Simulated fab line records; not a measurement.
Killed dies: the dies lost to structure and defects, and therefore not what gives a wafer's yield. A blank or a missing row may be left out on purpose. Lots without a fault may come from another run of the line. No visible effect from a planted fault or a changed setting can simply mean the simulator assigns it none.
Chamber matching	flow sky130	3 sister chambers for SKY_VIA1_HDPCVD_00 on hdpcvd-01
The step deposits SiO2, target thk 1030 nm, time 171.7 s. 3 wafers are shown with their chamber, then 8 later ones without.

== WAFERS PAIRED WITH THEIR CHAMBERS ==
wafer	chamber	sih4 flow sccm (sccm)
L312.3	0	59.99
L315.2	2	59.62
L316.6	1	59.96

== WAFERS WITHOUT THEIR CHAMBER ==
wafer	sih4 flow sccm (sccm)
L317.1	59.76
L317.2	59.91
L324.1	59.71
L324.3	60.34
L324.6	59.95
L323.4	59.75
L323.5	60.07
L323.6	59.72

== THE CHAMBER EACH PASSED THROUGH ==
wafer	from the rows above	in truth
L317.1	can't be placed: 2 or 1 or 0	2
L317.2	can't be placed: 1 or 0 or 2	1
L324.1	can't be placed: 2 or 1 or 0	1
L324.3	can't be placed: 0 or 1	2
L324.6	can't be placed: 1 or 0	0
L323.4	can't be placed: 2 or 1 or 0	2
L323.5	can't be placed: 0 or 1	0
L323.6	can't be placed: 2 or 1 or 0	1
0 of 8 placed correctly. From these rows, 8 cannot be placed; in 7 the true chamber is one of the candidates. Number placed wrongly: 0.
How it was worked out, from the rows above alone: a wafer's distance from a chamber is the root of the sum, over the readings, of the square of ((its reading less the chamber's mean) divided by the reading's scatter). If the next closest chamber is less than 2 further off than the closest, the wafer can't be placed; otherwise it belongs to the closest. The mean given for a chamber averages the wafers shown for that chamber. The scatter (one wafer shown for each chamber): square how far every hidden wafer sits from the nearest shown wafer, average those squares and take the square root.
